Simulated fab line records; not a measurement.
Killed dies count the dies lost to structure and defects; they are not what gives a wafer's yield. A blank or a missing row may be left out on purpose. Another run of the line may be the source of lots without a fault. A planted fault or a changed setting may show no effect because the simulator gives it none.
Struck lot and sound lot, side by side ; flow sky130 ; 32 out of 708 route steps
Sound: the wafers L986.1, L986.2, L986.6. The struck wafers were L100.1, L100.4, L100.5. At the end, the cause is stated.
At each step with rows: each side's tool, then ch and its chambers, then its first start. Under that, the readings that differ: sound wafers ; struck wafers ; difference of the means ; sigmas: that difference in standard deviations of wafers without a fault.
alike: readings whose means differ by less than 2 such deviations, and words and numbers that are the same on both sides. not compared: withheld readings, readings that some wafer has no value for, bounds like >300 that may hide the same value, and numbers for which the record gives no deviation and whose values overlap.
A row with sigmas, a row that says differs or no value, or rows on one side alone: a step with any of these is where the two part. When numbers do not overlap yet have no deviation, they are printed without sigmas and do not part them. Lack of a reading on every wafer of one side parts them only where that side has two or more wafers.

SKY_CONTACT_ETCH_18: etches Si3N4 in CHF3/O2, stops on TiN, time 39 s, target depth 75 nm.
  sound on rieDiel-04 ch 1,2,3; struck on rieDiel-04 ch 1,2
  alike: drypumpMotorCurrentA, oesProductAu, throttleValvePct
  not compared: rfHoursCounterH
then, 5 steps without rows for these wafers: SKY_CONTACT_STRIP_19 (strips in O2/N2); SKY_CONTACT_STRIP_20 (strips in post etch residue remover, time 1200 s); SKY_CONTACT_CLEAN_21 (cleans in IPA, time 180 s); SKY_CONTACT_CLEAN_22 (cleans in O3/DIW); SKY_CONTACT_SPUTTER_23 (material TiN, target thk 20 nm, time 80 s).
SKY_CONTACT_CVD_24: deposits W, target thk 340 nm, time 102.12 s.
  sound on cvdW-01 ch 0,1, day 31 14:24; struck on cvdW-02 ch 0,1, day 37 16:32
  alike: heaterPowerW
SKY_CONTACT_RS_MEAS_25: a four-point-probe measurement.
  struck on filmMetro-02, day 37 16:39; sound on filmMetro-04, day 31 14:31
  alike: CONTACT_W_RS
SKY_CONTACT_THK_MEAS_26: measures by xrf.
  struck on filmMetro-02, day 37 16:46; sound on filmMetro-04, day 31 14:38
  alike: CONTACT_W_THK
then, 3 steps without rows for these wafers: SKY_CONTACT_CMP_27 (polishes, stops on SiO2, t overpolish 15 s, target thk 0 nm); SKY_METAL1_SPUTTER_00 (material Ti, target thk 15 nm, time 10 s); SKY_METAL1_SPUTTER_01 (material TiN, target thk 20 nm, time 16.7 s).
SKY_METAL1_SPUTTER_02: material AlCu, target thk 250 nm, time 13.3 s.
  struck on pvdSputter-01, day 37 17:11; sound on pvdSputter-02, day 31 15:02
reading;sound;struck;difference;sigmas
cathodeDcPowerW (W);10603 10598 10599;13050 13048 13043;+2447;+99 or more
model.AlCu_of_METAL1_SPUTTER_02.thkNm (nm);252 254 253.1;311.7 309.7 308.3;+56.9;
  alike: throttleValvePct
SKY_METAL1_SPUTTER_03: material Ti, target thk 5 nm, time 3.3 s.
  struck on pvdSputter-01, day 37 17:12; sound on pvdSputter-02, day 31 15:04
  alike: cathodeDcPowerW, throttleValvePct
SKY_METAL1_SPUTTER_04: material TiN, target thk 70 nm, time 58.3 s.
  struck on pvdSputter-01, day 37 17:13; sound on pvdSputter-02, day 31 15:05
  alike: cathodeDcPowerW, throttleValvePct
SKY_METAL1_RS_MEAS_05: a four-point-probe measurement.
  struck on filmMetro-01, day 37 17:16; sound on filmMetro-01, day 31 15:08
reading;sound;struck;difference;sigmas
METAL1_ALCU_RS (ohm/sq);0.1260 0.1249 0.1250;0.1011 0.1018 0.1021;-0.0236;-15
SKY_METAL1_THK_MEAS_06: measures by xrf.
  struck on filmMetro-01, day 37 17:23; sound on filmMetro-01, day 31 15:15
reading;sound;struck;difference;sigmas
METAL1_ALCU_THK (nm);246.5 249.9 248.6;306.8 306.0 303.2;+57.0;+19
then, 8 steps without rows for these wafers: SKY_METAL1_DEHYDRATE_07 (time 60 s); SKY_METAL1_HMDS_08 (prime time 60 s); SKY_METAL1_COAT_09 (resist thk 60 nm); SKY_METAL1_COAT_10 (resist thk 450 nm); SKY_METAL1_SOFTBAKE_11 (time 90 s); SKY_METAL1_EXPOSE_12 (exposes mask MM1, target cd 140 nm); SKY_METAL1_PEB_13; SKY_METAL1_DEVELOP_14 (develop time 60 s).
SKY_METAL1_CD_MEAS_15 targets a cd of 140 nm.
  struck on cdSem-02, day 38 19:21; sound on cdSem-01, day 32 18:51
  alike: cdNm
SKY_METAL1_OVL_MEAS_16:
  struck on overlay-02, day 38 19:28; sound on overlay-01, day 32 18:58
reading;sound;struck;difference;sigmas
METAL1_OVL (nm);12 13 14;1 -6 2;-14;-3
then, 1 step without rows for these wafers: SKY_METAL1_DESCUM_17 (chemistry O2, time 8 s).
SKY_METAL1_ETCH_18: etches BARC in N2/H2, stops on SiO2, time 45.9 s, target depth 60 nm.
  sound on rieMetal-02 ch 0,1, day 32 19:02; struck on rieMetal-03 ch 0,1, day 38 19:32
  alike: drypumpMotorCurrentA, oesProductAu, throttleValvePct
  not compared: rfHoursCounterH
SKY_METAL1_METAL_ETCH_19: etches the open film in Cl2/BCl3, stops on SiO2, target depth 360 nm, time 78 s.
  sound on rieMetal-02 ch 0,1, day 32 19:06; struck on rieMetal-03 ch 0,1, day 38 19:36
reading;sound;struck;difference;sigmas
oesProductAu (a.u.);0.856 0.868 0.859;0.887 0.880 0.878;+0.021;+3
  alike: drypumpMotorCurrentA, throttleValvePct
  not compared: rfHoursCounterH
then, 1 step without rows for these wafers: SKY_METAL1_STRIP_20 (strips in O2/N2).
-- the record jumps here: 11 days lie between the struck wafers' starts before and after (it left off in module METAL1 and takes up again in module PAD_OPEN, whose first step shown is number 708 of the route) --
SKY_PAD_OPEN_PROBE_99:
  struck on prober-01, day 50 05:58; sound on prober-02, day 45 21:33
reading;sound;struck;difference;sigmas
model.etest.met1.lineOhmUm;0.9238 0.8821 0.9135;0.7324 0.7686 0.762;-0.1521;
model.etest.met1.rsOhmSq;0.1284 0.1264 0.1269;0.1011 0.1031 0.1032;-0.0248;
  alike: defectLimitedYield, killed_at_M0_to_M3, killed_at_M4_up, killedAtContacts, killedAtFrontEnd, killedAtOther, killedDies, killedOpen, killedShort, sort_bin_3_pad_short, sort_bin_5_function, sort_bin_6_memory, sortNPass, sortYieldPct

WHERE THEY PART
Last at SKY_METAL1_METAL_ETCH_19 as far as this record goes, first at SKY_METAL1_SPUTTER_02. Later steps at which nothing parts them and some readings are alike: SKY_PAD_OPEN_PROBE_99.

WHY: what had been put in by the simulator
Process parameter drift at SKY_METAL1_SPUTTER_02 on pvdSputter-01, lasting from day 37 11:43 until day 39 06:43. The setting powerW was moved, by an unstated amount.
